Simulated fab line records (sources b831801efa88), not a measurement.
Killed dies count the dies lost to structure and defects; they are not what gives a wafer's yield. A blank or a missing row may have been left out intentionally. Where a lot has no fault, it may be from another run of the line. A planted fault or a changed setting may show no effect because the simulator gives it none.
Which of the tools did it?	flow sky130	11 lots, 33 wafers sampled, at 2 steps of a route of 708

WHAT THE GAUGES SHOWED, per wafer
SKY_VIA2_THK_MEAS_23: measures by xrf.
lot	measured	on	VIA2_W_THK (nm)
L869	day 36 14:12	film_metro-04	433 420 436
L870	day 36 16:53	film_metro-02	417 421 421
L871	day 37 04:21	film_metro-02	439 439 425
L874	day 38 01:08	film_metro-01	426 421 434
L881	day 40 07:00	film_metro-04	417 433 433
L882	day 40 10:32	film_metro-01	425 449 427
L887	day 42 04:08	film_metro-04	441 444 422
L888	day 42 05:24	film_metro-01	419 417 418
L889	day 42 12:32	film_metro-04	423 442 423
L890	day 42 17:06	film_metro-02	424 406 407
L891	day 43 03:51	film_metro-04	432 433 419

WHAT TOOL EACH LOT RAN ON (gives the tool, then ch and the chambers of the sampled wafers, and finally the start)
lot	SKY_VIA2_ETCH_14
L869	rie_diel-02 ch 0,1,3, day 36 13:09
L870	rie_diel-02 ch 0,2,3, day 36 15:47
L871	rie_diel-02 ch 0,3, day 37 03:18
L874	rie_diel-04 ch 0,2, day 38 00:05
L881	rie_diel-01 ch 0,1,3, day 40 05:59
L882	rie_diel-01 ch 0,1,3, day 40 09:30
L887	rie_diel-04 ch 0,3, day 42 03:05
L888	rie_diel-01 ch 0,2, day 42 04:23
L889	rie_diel-01 ch 0,1,2, day 42 11:30
L890	rie_diel-02 ch 0,1,2, day 42 16:05
L891	rie_diel-04 ch 1,2,3, day 43 02:50
- SKY_VIA2_ETCH_14: etches BARC in N2/H2, stops on SiO2, time 45.9 s, target depth 60 nm.

THE ANSWER, worked out from the rows above alone
Rule: usual is defined by the lots themselves. The widest of any qualifying gaps counts: lots, ordered by their means at a reading, are off when they make up no more than a third of the lots, leave a main group of 4 or more, and stand apart from it by 3 or more times the standard deviation of that group's means. A main group whose means are all the same, to the digits that the tables above print for the reading, isn't used. Also off: a lot with no number at a reading for which 4 or more lots have one. All remaining lots with rows at the step are treated as sound.
Nothing can be told from this: no lot is off at any reading shown.

WHAT THE SIMULATOR PUT IN
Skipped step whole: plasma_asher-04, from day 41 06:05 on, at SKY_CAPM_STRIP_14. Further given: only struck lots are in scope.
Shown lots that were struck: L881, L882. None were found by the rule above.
